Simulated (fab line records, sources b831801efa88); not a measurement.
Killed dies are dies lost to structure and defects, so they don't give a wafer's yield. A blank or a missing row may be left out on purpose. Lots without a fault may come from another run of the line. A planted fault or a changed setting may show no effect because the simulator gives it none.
Split-lot experiment | flow sfq_line | 5 lots, 19 wafers read, on a route of 325 steps

THE SPLIT
At SFQ_TRILAYER_L0_LITHO_COAT_005 (resist thk 600 nm), the setting resist_thk_nm was moved away from the recipe's 600 nm on 7 of the 19 wafers read, by -4.5% to +4.7%. The other wafers ran this setting at the recipe's value.

FROM THE SPLIT TO THE READING: what the file shows between them, 4 steps
- SFQ_TRILAYER_L0_LITHO_SOFTBAKE_009
- SFQ_TRILAYER_L0_LITHO_EXPOSE_006: exposes mask L0, target cd 2000 nm
- SFQ_TRILAYER_L0_LITHO_PEB_008: peb time 60 s
- SFQ_TRILAYER_L0_LITHO_DEVELOP_007: time 60 s

THE READING
KrF_of_TRILAYER_L0_LITHO_COAT_005.thk_nm (the simulator's own value, which no gauge read), in nm, at SFQ_TRILAYER_L0_BARC_OPEN_METAL_ETCH_010 (etches BARC in O2, target depth 125 nm, time 41.7 s). The file gives no usual value for it. The 12 wafers here that ran the recipe average 522.3 nm, standard deviation 1.5 nm.

wafer  | tool, chamber at the split | resist_thk_nm as run, nm | against the recipe | KrF_of_TRILAYER_L0_LITHO_COAT_005.thk_nm, nm | against lot-mates on the recipe
L074.2 | litho_track-01, 0          | 600                      | recipe             | 522.9                                        | -
L074.4 | litho_track-01, 0          | 600                      | recipe             | 521.7                                        | -
L074.5 | litho_track-01, 0          | 600                      | recipe             | 518.2                                        | -
L075.1 | litho_track-01, 0          | 600                      | recipe             | 521.9                                        | -
L075.2 | litho_track-01, 0          | 600                      | recipe             | 522.6                                        | -
L075.4 | litho_track-01, 0          | 600                      | recipe             | 521.8                                        | -
L079.1 | litho_track-02, 0          | 600                      | recipe             | 521.3                                        | -
L079.3 | litho_track-02, 0          | 600                      | recipe             | 524.1                                        | -
L079.4 | litho_track-02, 0          | 583.4                    | -2.8%              | 507.8                                        | -14.9
L079.5 | litho_track-02, 0          | 583.4                    | -2.8%              | 508.7                                        | -14.0
L079.6 | litho_track-02, 0          | 583.4                    | -2.8%              | 505.8                                        | -16.9
L081.3 | litho_track-02, 0          | 628.2                    | +4.7%              | 552.5                                        | +29.1
L081.4 | litho_track-02, 0          | 628.2                    | +4.7%              | 555.4                                        | +32.0
L081.6 | litho_track-02, 0          | 600                      | recipe             | 523.4                                        | -
L084.1 | litho_track-04, 0          | 600                      | recipe             | 522.5                                        | -
L084.2 | litho_track-04, 0          | 600                      | recipe             | 523.6                                        | -
L084.3 | litho_track-04, 0          | 600                      | recipe             | 523.2                                        | -
L084.4 | litho_track-04, 0          | 573.3                    | -4.5%              | 493.3                                        | -29.8
L084.5 | litho_track-04, 0          | 573.3                    | -4.5%              | 496.8                                        | -26.3

THE FIT
A straight line over all 19 wafers: KrF_of_TRILAYER_L0_LITHO_COAT_005.thk_nm changes by +6.26 nm for each +1% of resist_thk_nm; r = +0.99; the points scatter about the line by 1.9 nm.
The same after taking each lot's own level away (the mean of its wafers on the recipe; 19 wafers): +6.25 nm for each +1%; r = +0.99; scatter 1.6 nm.
On that fit, the largest move of resist_thk_nm shifts the reading by 29 nm.
The lots' own levels span 520.93 to 523.40 nm, that is 1.7 times the standard deviation above.
So the lot-to-lot level changes the slope little: the two slopes agree.
Check: with one of the wafers moved furthest among these (+4.7%) left out of the fit, the line predicts +30.1 nm for it against its lot-mates. It came out at +29.1 nm against them.

OTHER SPLITS ON THESE WAFERS
These wafers also went through other splits before the reading. Each is held against what the fit with the lots' levels taken away leaves over:
other split on the same wafers         | wafers away from the commonest value | r with KrF_of_TRILAYER_L0_LITHO_COAT_005.thk_nm (lot level and that fit taken away)
SFQ_TRILAYER_L0_DEP_SPUTTER_003 time_s | 0                                    | -

THE WHOLE CHAIN: every reading that the file lists as answering this split, in the file's order
step                                     | what it does                                        | reading                                                                                   | change (the file's fit)              | r (the file's)
SFQ_TRILAYER_L0_LITHO_COAT_005           | resist thk 600 nm                                   | KrF_of_TRILAYER_L0_LITHO_COAT_005.thk_nm (the simulator's own value, which no gauge read) | +5.98 nm for each +1% of the setting | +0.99
SFQ_TRILAYER_L0_BARC_OPEN_METAL_ETCH_010 | etches BARC in O2, target depth 125 nm, time 41.7 s | KrF_of_TRILAYER_L0_LITHO_COAT_005.thk_nm (the simulator's own value, which no gauge read) | +6.21 nm for each +1% of the setting | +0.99

THE FILE'S OWN FIT
KrF_of_TRILAYER_L0_LITHO_COAT_005.thk_nm changes by +6.21 nm for each +1% of resist_thk_nm, r = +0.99.
